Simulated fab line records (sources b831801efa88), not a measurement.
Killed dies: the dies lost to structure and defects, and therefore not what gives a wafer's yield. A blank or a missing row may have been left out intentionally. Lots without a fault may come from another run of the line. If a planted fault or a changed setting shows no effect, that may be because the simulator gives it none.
fab line records | flow sky130
[record] lots = 6 | wafers = 18 | last_day = 50
route steps=708 shown VIA4@650 METAL5@661 PAD_OPEN@708
lots that met no fault: from a run of the same line without faults
start_h: hours from the record's opening day to when the first of the lot's shown wafers began | wait_h: time in hours since the lot's previous step | " same as the row above | L1.1+2: a row that stands for several wafers | - either no value or no given start | * or withheld: withheld | < > ~ a bound
route shown NAME@n: a module of which the file shows steps, and the number in the route of the first | usual: mean and standard deviation over wafers with no fault | same: alike in all rows | chamber/n: place in a boat | sites: per-site readings | _std_site: standard deviation across them | _edge_site: mean of outer sites minus mean of inner sites | radius_mm: for every site, how far away it sits from the centre of the wafer | mask NAME#n: copy n | behind: the tool/chamber that last shaped the wafer | hold: the reason the lot was held/the length of the hold in hours/how it ended | device: names the non-switching transistor (n, p or np) | end of line: at the end of the route, the tests of the same wafers | a step given without rows: its recipe and nothing more | killed: count of dies lost to structure and defects at first sort (not the wafer's yield) | map: per-die view of a wafer (x killed, . not killed, _ where there is no die)
set.NAME: the run value of the setting; set.NAME@STEP: its run value at that earlier step | model.NAME: the simulator's own value behind a step, which no gauge read
lots at selected steps of the route; one table per step, one row per wafer
services: from which hour (start_h, from the record's first day; less than 0 if before it) a tool's chamber was out of use, for how many hours, and why
[[steps]]
[step SKY_VIA4_OVL_MEAS_11]
[usual] VIA4_OVL = -0.1/1.2
lot.wafer | tool       | chamber | start_h | wait_h | VIA4_OVL[nm]
L442.1    | overlay-01 | -       | 1020.86 | 0.1    | -0.7
L442.2    | "          | -       | "       | "      | -0.3
L442.3    | "          | -       | "       | "      | 0.5
L447.4    | overlay-01 | -       | 1056.69 | 0.1    | -0.8
L447.5    | "          | -       | "       | "      | -0.8
L447.6    | "          | -       | "       | "      | 1.3
L451.1    | overlay-01 | -       | 1082.36 | 0.1    | -0.9
L451.5    | "          | -       | "       | "      | -0.4
L451.6    | "          | -       | "       | "      | 0.2
L460.1    | overlay-01 | -       | 1130.23 | 0.1    | 0.3
L460.2    | "          | -       | "       | "      | -0.2
L460.4    | "          | -       | "       | "      | -0.9
L461.3    | overlay-02 | -       | 1136.53 | 0.1    | -1.4
L461.4    | "          | -       | "       | "      | -1.3
L461.5    | "          | -       | "       | "      | -0.4
L463.1    | overlay-02 | -       | 1148.88 | 0.1    | -1.0
L463.4    | "          | -       | "       | "      | -3.0
L463.6    | "          | -       | "       | "      | -0.3
[step SKY_VIA4_ETCH_12]
[recipe] target = SiO2 | chemistry = C4F8/O2/Ar | stop_on = TiN | mask_material = NOVOLAK | source_w = 1500 | bias_w = 1200 | pressure_mtorr = 40 | c4f8_flow_sccm = withheld | O2_flow_sccm = 6 | Ar_flow_sccm = 300 | time_s = withheld | target_depth_a = 5800
[usual] oes_product_au = 0.926/0.0049
lot.wafer | tool        | chamber | start_h | wait_h | oes_product_au
L442.1    | rie_diel-03 | 1       | 1020.90 | 0.0    | 0.921
L442.2    | "           | 3       | "       | "      | 0.927
L442.3    | "           | 2       | "       | "      | 0.927
L447.4    | rie_diel-04 | 3       | 1056.71 | 0.0    | 0.925
L447.5    | "           | 0       | "       | "      | 0.927
L447.6    | "           | 3       | "       | "      | 0.926
L451.1    | rie_diel-04 | 0       | 1082.40 | 0.0    | 0.926
L451.5    | "           | 2       | "       | "      | 0.923
L451.6    | "           | 3       | "       | "      | 0.930
L460.1    | rie_diel-03 | 1       | 1130.27 | 0.0    | 0.932
L460.2    | "           | 3       | "       | "      | 0.927
L460.4    | "           | 0       | "       | "      | 0.930
L461.3    | rie_diel-03 | 2       | 1136.55 | 0.0    | 0.932
L461.4    | "           | 1       | "       | "      | 0.930
L461.5    | "           | 0       | "       | "      | 0.928
L463.1    | rie_diel-03 | 2       | 1148.92 | 0.0    | 0.926
L463.4    | "           | 0       | "       | "      | 0.924
L463.6    | "           | 1       | "       | "      | 0.925
[step SKY_VIA4_STRIP_13]
[recipe] chemistry = O2/N2 | power_w = 1400 | pressure_mtorr = 1500 | platen_temp_c = withheld | o2_flow_sccm = 3000 | n2_flow_sccm = 300 | overash_fraction = 0.5
[usual] drypump_motor_current_A = 6.1/0.78 | oes_product_au = 0.709/0.0048 | strip_time_to_endpoint_s = 12.808/0.026
lot.wafer | tool            | chamber | start_h | wait_h | drypump_motor_current_A | oes_product_au | rf_hours_counter_h | strip_time_to_endpoint_s
L442.1    | plasma_asher-03 | 1       | 1020.97 | -      | 6.7                     | 0.711          | 31                 | 12.837
L442.2    | "               | 0       | "       | "      | 6.4                     | 0.714          | 31                 | 12.833
L442.3    | "               | 0       | "       | "      | 6.5                     | 0.704          | -                  | 12.798
L447.4    | plasma_asher-03 | 1       | 1056.82 | -      | 6.7                     | 0.714          | -                  | 12.784
L447.5    | "               | 0       | "       | "      | 6.5                     | 0.709          | -                  | 12.838
L447.6    | "               | 1       | "       | "      | 6.7                     | 0.707          | -                  | 12.799
L451.1    | plasma_asher-02 | 0       | 1082.47 | -      | 4.8                     | 0.704          | 2                  | 12.783
L451.5    | "               | 0       | "       | "      | 4.8                     | 0.705          | -                  | 12.833
L451.6    | "               | 1       | "       | "      | 5.0                     | 0.705          | -                  | 12.818
L460.1    | plasma_asher-03 | 0       | 1130.34 | -      | 6.5                     | 0.709          | 43                 | 12.805
L460.2    | "               | 1       | "       | "      | 6.7                     | 0.716          | 43                 | 12.808
L460.4    | "               | 0       | "       | "      | 6.5                     | 0.705          | -                  | 12.796
L461.3    | plasma_asher-03 | 0       | 1136.66 | -      | 6.5                     | 0.708          | -                  | 12.780
L461.4    | "               | 1       | "       | "      | 6.7                     | 0.708          | -                  | 12.820
L461.5    | "               | 1       | "       | "      | 6.7                     | 0.705          | -                  | 12.769
L463.1    | plasma_asher-02 | 0       | 1148.99 | -      | 4.8                     | 0.706          | 5                  | 12.818
L463.4    | "               | 0       | "       | "      | 4.8                     | 0.708          | -                  | 12.790
L463.6    | "               | 1       | "       | "      | 5.0                     | 0.714          | -                  | 12.806
[step SKY_VIA4_STRIP_14]
[recipe] chemistry = post_etch_residue_remover | time_s = 1200 | temp_c = 72.5
[step SKY_VIA4_CLEAN_15]
[recipe] chemistry = IPA | time_s = 180 | temp_c = 25
[step SKY_VIA4_CLEAN_16]
[recipe] chemistry = O3/DIW | dry = n2_spin
[step SKY_VIA4_SPUTTER_17]
[recipe] material = TiN | target_thk_nm = 20 | chamber_pressure_pa = 5 | power_w = 4000 | time_s = 80
[usual] cathode_dc_power_W = 3999.9/0.72 | chamber_pressure_pa = 5.000/0.01 | throttle_valve_pct = 29.3/0.98
lot.wafer | tool           | chamber | start_h | wait_h | cathode_dc_power_W | chamber_pressure_pa | throttle_valve_pct
L442.1    | pvd_sputter-02 | -       | 1021.60 | 0.0    | 4001.4             | 5.012               | 29.7
L442.2    | "              | -       | "       | "      | 3999.1             | 5.004               | 29.4
L442.3    | "              | -       | "       | "      | 4000.4             | 5.019               | 27.3
L447.4    | pvd_sputter-02 | -       | 1057.85 | 0.0    | 4000.6             | 4.995               | 29.7
L447.5    | "              | -       | "       | "      | 3999.3             | 4.998               | 29.2
L447.6    | "              | -       | "       | "      | 3999.4             | 4.986               | 29.8
L451.1    | pvd_sputter-01 | -       | 1083.09 | 0.0    | 3999.3             | 4.988               | 29.6
L451.5    | "              | -       | "       | "      | 4000.8             | 4.999               | 28.8
L451.6    | "              | -       | "       | "      | 4000.9             | 5.001               | 30.6
L460.1    | pvd_sputter-02 | -       | 1130.94 | 0.0    | 4001.7             | 5.001               | 29.7
L460.2    | "              | -       | "       | "      | 4000.6             | 5.012               | 31.1
L460.4    | "              | -       | "       | "      | 4000.3             | 4.997               | 29.2
L461.3    | pvd_sputter-01 | -       | 1137.25 | 0.0    | 4000.1             | 4.996               | 28.7
L461.4    | "              | -       | "       | "      | 4000.8             | 5.018               | 30.0
L461.5    | "              | -       | "       | "      | 3999.3             | 4.996               | 28.8
L463.1    | pvd_sputter-01 | -       | 1149.58 | 0.0    | 3999.8             | 5.013               | 29.1
L463.4    | "              | -       | "       | "      | 4000.6             | 4.990               | 30.5
L463.6    | "              | -       | "       | "      | 3999.7             | 4.985               | 29.4
[step SKY_VIA4_CVD_18]
[recipe] material = W | target_thk_nm = 505 | time_s = 152.14 | temp_c = 400 | pressure_torr = 40
[usual] heater_power_w = 843/58 | susceptor_temp_C = 400.04/0.23
lot.wafer | tool     | chamber | start_h | wait_h | heater_power_w | susceptor_temp_C
L442.1    | cvd_w-01 | 0       | 1021.66 | 0.0    | 766            | 400.12
L442.2    | "        | 1       | "       | "      | 810            | 399.76
L442.3    | "        | 0       | "       | "      | 751            | 399.83
L447.4    | cvd_w-02 | 0       | 1057.96 | 0.1    | 877            | 399.98
L447.5    | "        | 1       | "       | "      | 896            | 400.65
L447.6    | "        | 0       | "       | "      | 897            | 400.01
L451.1    | cvd_w-01 | 1       | 1083.16 | 0.0    | 830            | 400.03
L451.5    | "        | 0       | "       | "      | 759            | 400.08
L451.6    | "        | 1       | "       | "      | 821            | 400.12
L460.1    | cvd_w-02 | 0       | 1131.00 | 0.0    | 895            | 400.24
L460.2    | "        | 1       | "       | "      | 905            | 400.37
L460.4    | "        | 1       | "       | "      | 914            | 400.15
L461.3    | cvd_w-02 | 0       | 1137.36 | 0.1    | 893            | 400.32
L461.4    | "        | 1       | "       | "      | 899            | 399.99
L461.5    | "        | 0       | "       | "      | 889            | 400.02
L463.1    | cvd_w-02 | 1       | 1149.64 | 0.0    | 893            | 399.93
L463.4    | "        | 1       | "       | "      | 874            | 400.08
L463.6    | "        | 1       | "       | "      | 882            | 400.28
[step SKY_VIA4_RS_MEAS_19]
[recipe] thk_meas_gauge = four-point-probe | reads = W_of_VIA4_CVD_18+TiN_of_VIA4_SPUTTER_17
[usual] VIA4_W_RS = 0.225/0.0052
lot.wafer | tool          | chamber | start_h | wait_h | VIA4_W_RS[ohm/sq]
L442.1    | film_metro-02 | -       | 1021.81 | 0.1    | 0.222
L442.2    | "             | -       | "       | "      | 0.227
L442.3    | "             | -       | "       | "      | 0.228
L447.4    | film_metro-02 | -       | 1058.12 | 0.1    | 0.219
L447.5    | "             | -       | "       | "      | 0.232
L447.6    | "             | -       | "       | "      | 0.219
L451.1    | film_metro-02 | -       | 1083.31 | 0.1    | 0.228
L451.5    | "             | -       | "       | "      | 0.227
L451.6    | "             | -       | "       | "      | 0.228
L460.1    | film_metro-02 | -       | 1131.15 | 0.1    | 0.213
L460.2    | "             | -       | "       | "      | 0.227
L460.4    | "             | -       | "       | "      | 0.227
L461.3    | film_metro-01 | -       | 1137.50 | 0.1    | 0.218
L461.4    | "             | -       | "       | "      | 0.230
L461.5    | "             | -       | "       | "      | 0.216
L463.1    | film_metro-01 | -       | 1149.80 | 0.1    | 0.228
L463.4    | "             | -       | "       | "      | 0.228
L463.6    | "             | -       | "       | "      | 0.230
[step SKY_VIA4_THK_MEAS_20]
[recipe] thk_meas_gauge = xrf | reads = W_of_VIA4_CVD_18
[usual] VIA4_W_THK = 491/12
lot.wafer | tool          | chamber | start_h | wait_h | VIA4_W_THK[nm]
L442.1    | film_metro-02 | -       | 1021.93 | 0.1    | 492
L442.2    | "             | -       | "       | "      | 485
L442.3    | "             | -       | "       | "      | 481
L447.4    | film_metro-02 | -       | 1058.21 | 0.1    | 503
L447.5    | "             | -       | "       | "      | 474
L447.6    | "             | -       | "       | "      | 500
L451.1    | film_metro-02 | -       | 1083.43 | 0.1    | 485
L451.5    | "             | -       | "       | "      | 484
L451.6    | "             | -       | "       | "      | 485
L460.1    | film_metro-02 | -       | 1131.27 | 0.1    | 511
L460.2    | "             | -       | "       | "      | 481
L460.4    | "             | -       | "       | "      | 480
L461.3    | film_metro-01 | -       | 1137.60 | 0.1    | 511
L461.4    | "             | -       | "       | "      | 483
L461.5    | "             | -       | "       | "      | 514
L463.1    | film_metro-01 | -       | 1149.92 | 0.1    | 487
L463.4    | "             | -       | "       | "      | 487
L463.6    | "             | -       | "       | "      | 486
[step SKY_VIA4_CMP_21]
[recipe] stop_on = SiO2 | t_overpolish_s = 25 | down_force_psi = 3.5 | platen_rpm = 60 | target_thk_nm = 0 | pad_velocity_m_s = 0.94248
[usual] motor_current_A = 10.8/1.1 | overpolish_run_s = 25.001/0.0088 | time_to_endpoint_s = 124/5.8
lot.wafer | tool   | chamber | start_h | wait_h | motor_current_A | overpolish_run_s | time_to_endpoint_s
L442.1    | cmp-01 | 0       | 1022.21 | 0.3    | 9.8             | 25.007           | 121
L442.2    | "      | 1       | "       | "      | 11.5            | 24.996           | 122
L442.3    | "      | 3       | "       | "      | 10.3            | 24.997           | 126
L447.4    | cmp-02 | 2       | 1058.24 | 0.0    | 12.0            | 24.993           | 135
L447.5    | "      | 2       | "       | "      | 11.6            | 25.001           | 124
L447.6    | "      | 3       | "       | "      | 11.3            | 24.999           | 122
L451.1    | cmp-01 | 3       | 1083.59 | 0.1    | 10.0            | 24.990           | 129
L451.6    | "      | 1       | "       | "      | 11.7            | 24.990           | 118
L451.5    | "      | 2       | "       | "      | 10.9            | 25.001           | 129
L460.2    | cmp-02 | 2       | 1131.33 | 0.0    | 12.2            | 25.000           | 128
L460.4    | "      | 3       | "       | "      | 11.6            | 25.004           | 116
L460.1    | "      | 0       | "       | "      | 8.4             | 25.008           | 133
L461.4    | cmp-01 | 0       | 1137.69 | 0.1    | 10.4            | 24.990           | 110
L461.3    | "      | 1       | "       | "      | 12.3            | 24.996           | 123
L461.5    | "      | 3       | "       | "      | 9.7             | 24.997           | 128
L463.1    | cmp-01 | 0       | 1150.03 | 0.1    | 10.3            | 25.013           | 121
L463.4    | "      | 2       | "       | "      | 11.7            | 24.991           | 127
L463.6    | "      | 3       | "       | "      | 10.5            | 24.996           | 120
[step SKY_METAL5_SPUTTER_00]
[recipe] material = Ti | target_thk_nm = 15 | power_w = 3000 | time_s = 10 | chamber_pressure_pa = 0.4
[step SKY_METAL5_SPUTTER_01]
[recipe] material = TiN | target_thk_nm = 20 | power_w = 6500 | time_s = 16.7 | chamber_pressure_pa = 0.4
[usual] cathode_dc_power_W = 6500.1/1 | chamber_pressure_pa = 0.4000/0.00082 | throttle_valve_pct = 29.7/1.3
lot.wafer | tool           | chamber | start_h | wait_h | cathode_dc_power_W | chamber_pressure_pa | throttle_valve_pct
L442.1    | pvd_sputter-04 | -       | 1022.54 | 0.0    | 6501.6             | 0.4001              | 28.8
L442.2    | "              | -       | "       | "      | 6499.5             | 0.4012              | 30.0
L442.3    | "              | -       | "       | "      | 6501.0             | 0.4000              | 27.7
L447.4    | pvd_sputter-03 | -       | 1058.56 | 0.0    | 6499.1             | 0.4002              | 29.8
L447.5    | "              | -       | "       | "      | 6497.9             | 0.4006              | 29.2
L447.6    | "              | -       | "       | "      | 6499.7             | 0.4010              | 31.4
L451.1    | pvd_sputter-01 | -       | 1083.81 | 0.0    | 6498.3             | 0.4002              | 29.7
L451.5    | "              | -       | "       | "      | 6501.1             | 0.3981              | 29.4
L451.6    | "              | -       | "       | "      | 6500.2             | 0.4002              | 28.7
L460.1    | pvd_sputter-01 | -       | 1131.65 | 0.0    | -                  | -                   | -
L460.2    | "              | -       | "       | "      | -                  | -                   | -
L460.4    | "              | -       | "       | "      | -                  | -                   | -
L461.3    | pvd_sputter-04 | -       | 1137.98 | 0.0    | -                  | -                   | -
L461.4    | "              | -       | "       | "      | -                  | -                   | -
L461.5    | "              | -       | "       | "      | -                  | -                   | -
L463.1    | pvd_sputter-04 | -       | 1150.30 | 0.0    | 6499.9             | 0.3996              | 28.9
L463.4    | "              | -       | "       | "      | 6499.0             | 0.3980              | 29.6
L463.6    | "              | -       | "       | "      | 6501.2             | 0.3998              | 28.7
[step SKY_METAL5_SPUTTER_02]
[recipe] material = AlCu | target_thk_nm = 1150 | power_w = 10600 | time_s = 61.2 | chamber_pressure_pa = 0.4
[step SKY_PAD_OPEN_PROBE_99]
[usual] defect_limited_yield = 82.9/2.2 | killed_at_M0_to_M3 = 42/7 | killed_at_M4_up = 2.8/1.8 | killed_at_contacts = 24/5.8 | killed_at_front_end = 15/4.8 | killed_at_other = 0.3/0.56 | killed_dies = 84/11 | killed_open = 46/7.8 | killed_short = 38/6.3 | sort_bin_3_pad_short = 0.8/0.43 | sort_bin_5_function = 10.2/1.6 | sort_bin_6_memory = 6.0/1.1 | sort_n_pass = 408/11 | sort_yield_pct = 82.9/2.2
[same] gross_dies = 492 | killed_at_back_side = 0 | sort_bin_4_leakage[%] = 0 | sort_bin_8_speed[%] = 0
lot.wafer | tool      | chamber | start_h | wait_h | defect_limited_yield[%] | killed_at_M0_to_M3 | killed_at_M4_up | killed_at_contacts | killed_at_front_end | killed_at_other | killed_dies | killed_open | killed_short | sort_bin_3_pad_short[%] | sort_bin_5_function[%] | sort_bin_6_memory[%] | sort_n_pass | sort_yield_pct[%] | model.etest.via4_chain.rc_ohm | model.etest.met5.rs_ohm_sq | model.etest.met5.line_ohm_um
L442.1    | prober-01 | -       | 1090.82 | 0.1    | 83.3                    | 46                 | 3               | 19                 | 13                  | 1               | 82          | 47          | 35           | 0.6                     | 8.3                    | 7.7                  | 410         | 83.3              | 0.7804                        | 0.02634                    | 0.01648
L442.2    | prober-01 | -       | 1090.87 | 0.1    | 80.9                    | 47                 | 1               | 21                 | 25                  | 0               | 94          | 48          | 46           | 1.0                     | 12.0                   | 6.1                  | 398         | 80.9              | 0.7844                        | 0.02629                    | 0.01645
L442.3    | prober-01 | -       | 1090.92 | 0.2    | 84.8                    | 38                 | 2               | 21                 | 13                  | 1               | 75          | 40          | 35           | 0.8                     | 8.3                    | 6.1                  | 417         | 84.8              | 0.7731                        | 0.02693                    | 0.01681
L447.4    | prober-02 | -       | 1123.05 | 0.2    | 82.9                    | 38                 | 3               | 29                 | 14                  | 0               | 84          | 46          | 38           | 0.8                     | 9.1                    | 7.1                  | 408         | 82.9              | 0.7781                        | 0.02662                    | 0.01654
L447.5    | prober-02 | -       | 1123.10 | 0.2    | 84.6                    | 46                 | 0               | 24                 | 6                   | 0               | 76          | 50          | 26           | 1.2                     | 7.5                    | 6.7                  | 416         | 84.6              | 0.8223                        | 0.02657                    | 0.01673
L447.6    | prober-02 | -       | 1123.15 | 0.2    | 81.7                    | 41                 | 5               | 35                 | 9                   | 0               | 90          | 55          | 35           | 0.8                     | 11.0                   | 6.5                  | 402         | 81.7              | 0.821                         | 0.02693                    | 0.01671
L451.1    | prober-02 | -       | 1145.54 | 0.1    | 80.5                    | 49                 | 1               | 24                 | 21                  | 1               | 96          | 52          | 44           | 1.2                     | 12.8                   | 5.5                  | 396         | 80.5              | 0.8133                        | 0.0273                     | 0.01697
L451.5    | prober-02 | -       | 1145.74 | 0.2    | 80.7                    | 50                 | 2               | 26                 | 16                  | 1               | 95          | 50          | 44           | 1.0                     | 11.0                   | 7.3                  | 397         | 80.7              | 0.7508                        | 0.02733                    | 0.01714
L451.6    | prober-02 | -       | 1145.79 | 0.2    | 81.9                    | 47                 | 2               | 24                 | 16                  | 0               | 89          | 54          | 35           | 0.6                     | 12.2                   | 5.3                  | 403         | 81.9              | 0.8065                        | 0.02796                    | 0.01738
L460.1    | prober-01 | -       | 1187.21 | 0.1    | 86.2                    | 44                 | 4               | 16                 | 4                   | 0               | 68          | 34          | 34           | 0.4                     | 7.7                    | 5.7                  | 424         | 86.2              | 0.7631                        | 0.02822                    | 0.01776
L460.2    | prober-01 | -       | 1187.26 | 0.1    | 87.0                    | 30                 | 1               | 16                 | 17                  | 0               | 64          | 27          | 37           | 1.4                     | 7.7                    | 3.9                  | 428         | 87.0              | 0.7736                        | 0.02801                    | 0.01764
L460.4    | prober-01 | -       | 1187.36 | 0.2    | 82.3                    | 43                 | 2               | 27                 | 15                  | 0               | 87          | 53          | 34           | 0.6                     | 12.4                   | 4.7                  | 405         | 82.3              | 0.7722                        | 0.02724                    | 0.0172
L461.3    | prober-02 | -       | 1192.26 | 0.2    | 84.8                    | 54                 | 0               | 9                  | 12                  | 0               | 75          | 36          | 39           | 0.6                     | 8.3                    | 6.3                  | 417         | 84.8              | 0.7497                        | 0.02812                    | 0.01772
L461.4    | prober-02 | -       | 1192.31 | 0.2    | 76.6                    | 54                 | 4               | 35                 | 21                  | 1               | 115         | 52          | 62           | 2.2                     | 14.8                   | 6.3                  | 377         | 76.6              | 0.7769                        | 0.02747                    | 0.01714
L461.5    | prober-02 | -       | 1192.36 | 0.2    | 81.5                    | 50                 | 0               | 33                 | 8                   | 0               | 91          | 50          | 40           | 0.6                     | 11.8                   | 6.1                  | 401         | 81.5              | 0.7587                        | 0.02763                    | 0.0174
L463.1    | prober-02 | -       | 1203.40 | 0.1    | 83.3                    | 33                 | 4               | 35                 | 10                  | 0               | 82          | 42          | 40           | 0.6                     | 10.0                   | 6.1                  | 410         | 83.3              | 0.7752                        | 0.02695                    | 0.01699
L463.4    | prober-02 | -       | 1203.55 | 0.2    | 88.6                    | 29                 | 0               | 21                 | 6                   | 0               | 56          | 33          | 23           | 0.4                     | 6.5                    | 4.5                  | 436         | 88.6              | 0.8199                        | 0.02735                    | 0.01708
L463.6    | prober-02 | -       | 1203.65 | 0.2    | 85.2                    | 38                 | 5               | 24                 | 6                   | 0               | 73          | 34          | 39           | 0.8                     | 8.7                    | 5.3                  | 419         | 85.2              | 0.814                         | 0.02727                    | 0.01726
// killed by level:class
L442.1 VIA2:geometric_particle:open=12 VIA1:geometric_particle:open=10 METAL1:geometric_particle:short=7 LI_CONTACT:geometric_particle:open=7 CONTACT:geometric_particle:open=7 FIELD_ISO:geometric_particle:short=6 METAL2:geometric_particle:short=5 VIA3:geometric_particle:open=4
L442.2 VIA1:geometric_particle:open=10 FIELD_ISO:geometric_particle:open=7 VIA2:geometric_particle:open=7 FIELD_ISO:geometric_particle:short=6 METAL2:geometric_particle:short=6 CONTACT:geometric_particle:short=6 LI_CONTACT:geometric_particle:open=5 VIA3:geometric_particle:short=5
L442.3 VIA3:geometric_particle:open=12 CONTACT:geometric_particle:open=7 CONTACT:geometric_particle:short=7 FIELD_ISO:geometric_particle:short=5 LI_CONTACT:geometric_particle:open=5 METAL2:geometric_particle:short=5 FIELD_ISO:geometric_particle:open=4 VIA1:geometric_particle:short=4
L447.4 LI_CONTACT:geometric_particle:open=8 VIA2:geometric_particle:open=8 VIA1:geometric_particle:open=7 VIA1:geometric_particle:short=6 CONTACT:geometric_particle:short=6 LOCAL_INTERCONNECT:geometric_particle:short=5 CONTACT:geometric_particle:open=5 FIELD_ISO:geometric_particle:open=3
L447.5 VIA1:geometric_particle:open=15 CONTACT:geometric_particle:open=11 VIA3:geometric_particle:open=6 LI_CONTACT:geometric_particle:open=5 METAL2:geometric_particle:short=5 VIA2:geometric_particle:open=4 FIELD_ISO:geometric_particle:open=3 CONTACT:geometric_particle:short=3
L447.6 LI_CONTACT:geometric_particle:open=14 VIA3:geometric_particle:open=10 CONTACT:geometric_particle:open=9 VIA1:geometric_particle:open=9 METAL2:geometric_particle:short=8 FIELD_ISO:geometric_particle:short=4 LOCAL_INTERCONNECT:geometric_particle:short=4 CONTACT:geometric_particle:short=4
L451.1 VIA1:geometric_particle:open=15 CONTACT:geometric_particle:open=12 VIA1:geometric_particle:short=7 VIA3:geometric_particle:open=6 FIELD_ISO:geometric_particle:open=5 POLY_GATE:geometric_particle:short=5 VIA2:geometric_particle:open=5 CONTACT:geometric_particle:short=5
L451.5 VIA1:geometric_particle:open=14 CONTACT:geometric_particle:open=10 VIA1:geometric_particle:short=9 LOCAL_INTERCONNECT:geometric_particle:short=8 VIA2:geometric_particle:open=7 LI_CONTACT:geometric_particle:open=5 METAL2:geometric_particle:short=5 VIA3:geometric_particle:open=5
L451.6 VIA1:geometric_particle:open=15 CONTACT:geometric_particle:open=9 FIELD_ISO:geometric_particle:open=7 LI_CONTACT:geometric_particle:open=7 VIA1:geometric_particle:short=7 CONTACT:geometric_particle:short=6 METAL1:geometric_particle:short=5 METAL3:geometric_particle:short=5
L460.1 VIA1:geometric_particle:short=9 VIA1:geometric_particle:open=8 VIA2:geometric_particle:open=8 CONTACT:geometric_particle:open=5 LOCAL_INTERCONNECT:geometric_particle:short=4 METAL2:geometric_particle:short=4 LI_CONTACT:geometric_particle:open=3 CONTACT:geometric_particle:short=3
L460.2 METAL2:geometric_particle:short=7 POLY_GATE:geometric_particle:open=6 POLY_GATE:geometric_particle:short=5 VIA1:geometric_particle:open=5 VIA2:geometric_particle:open=5 LI_CONTACT:geometric_particle:short=4 CONTACT:geometric_particle:open=4 LI_CONTACT:geometric_particle:open=3
L460.4 CONTACT:geometric_particle:open=12 VIA1:geometric_particle:open=10 VIA2:geometric_particle:open=9 LI_CONTACT:geometric_particle:open=8 METAL1:geometric_particle:short=8 POLY_GATE:geometric_particle:short=7 VIA3:geometric_particle:open=4 POLY_GATE:geometric_particle:open=3
L461.3 VIA2:geometric_particle:open=9 VIA1:geometric_particle:open=9 METAL2:geometric_particle:short=9 METAL1:geometric_particle:short=7 VIA3:geometric_particle:open=5 FIELD_ISO:geometric_particle:short=4 POLY_GATE:geometric_particle:short=4 CONTACT:geometric_particle:open=4
L461.4 CONTACT:geometric_particle:open=12 METAL1:geometric_particle:short=12 METAL2:geometric_particle:short=10 LI_CONTACT:geometric_particle:open=8 VIA1:geometric_particle:open=7 VIA3:geometric_particle:open=6 FIELD_ISO:geometric_particle:short=5 POLY_GATE:geometric_particle:short=5
L461.5 CONTACT:geometric_particle:open=13 VIA1:geometric_particle:open=12 METAL2:geometric_particle:short=12 LI_CONTACT:geometric_particle:open=8 VIA2:geometric_particle:open=6 VIA3:geometric_particle:short=5 LI_CONTACT:geometric_particle:short=5 CONTACT:geometric_particle:short=4
L463.1 CONTACT:geometric_particle:open=11 LI_CONTACT:geometric_particle:open=9 VIA1:geometric_particle:open=7 VIA2:geometric_particle:open=6 METAL2:geometric_particle:short=6 LI_CONTACT:geometric_particle:short=5 CONTACT:geometric_particle:short=5 LOCAL_INTERCONNECT:geometric_particle:short=4
L463.4 LI_CONTACT:geometric_particle:open=8 VIA3:geometric_particle:open=5 CONTACT:geometric_particle:open=5 VIA2:geometric_particle:open=4 FIELD_ISO:geometric_particle:open=3 METAL2:geometric_particle:open=3 LOCAL_INTERCONNECT:geometric_particle:short=3 VIA1:geometric_particle:short=3
L463.6 CONTACT:geometric_particle:open=9 LI_CONTACT:geometric_particle:open=6 METAL2:geometric_particle:short=6 LI_CONTACT:geometric_particle:short=5 VIA2:geometric_particle:open=5 VIA1:geometric_particle:short=5 VIA1:geometric_particle:open=4 METAL1:geometric_particle:short=4
[[services]]
tool            | chamber | start_h | hours | kind
cmp-02          | -       | 998.26  | 1.9   | repair
cvd_w-01        | -       | 998.43  | 0.6   | repair
pvd_sputter-01  | -       | 1004.35 | 3.2   | repair
cmp-01          | -       | 1010.52 | 3.5   | repair
rie_diel-04     | 3       | 1011.04 | 9.5   | repair
rie_diel-03     | -       | 1042.93 | 1.5   | repair
cmp-01          | -       | 1050.00 | 1.0   | repair
plasma_asher-02 | -       | 1055.25 | 9.0   | pm
rie_diel-04     | -       | 1055.73 | 0.3   | repair
pvd_sputter-01  | -       | 1056.52 | 1.0   | repair
rie_diel-03     | 0       | 1067.21 | 4.0   | repair
cvd_w-01        | -       | 1067.83 | 1.7   | repair
rie_diel-03     | 3       | 1071.12 | 4.8   | repair
pvd_sputter-04  | -       | 1080.14 | 4.7   | repair
cmp-01          | -       | 1085.77 | 4.0   | pm
plasma_asher-03 | -       | 1088.90 | 2.8   | pm
plasma_asher-02 | -       | 1095.71 | 36.3  | repair
rie_diel-03     | 0       | 1099.04 | 19.7  | repair
rie_diel-03     | 3       | 1102.62 | 7.6   | repair
cmp-01          | -       | 1104.03 | 7.7   | pm
pvd_sputter-01  | -       | 1113.48 | 8.6   | repair
pvd_sputter-01  | -       | 1121.97 | 3.1   | repair
rie_diel-03     | 3       | 1126.37 | 2.6   | repair
cmp-01          | -       | 1132.41 | 1.1   | repair
[[key]]
[first_sign] step = SKY_METAL5_SPUTTER_01 | reading = tool_record | direction = missing
effect none on later readings
[model_effect] step = SKY_PAD_OPEN_PROBE_99 | value = etest.via4_chain.rc_ohm | without = 0.7992 | struck = 0.7657
met_at SKY_METAL5_SPUTTER_01
struck_wafers L460.1,L460.2,L460.4,L461.3,L461.4,L461.5
onset_between 1083.81 1131.65
[fault] kind = skipped_step_whole | tool = pvd_sputter-01,pvd_sputter-04 | chamber = - | onset_h = 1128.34 | steps = SKY_METAL5_SPUTTER_01 | scope = struck_lots_only
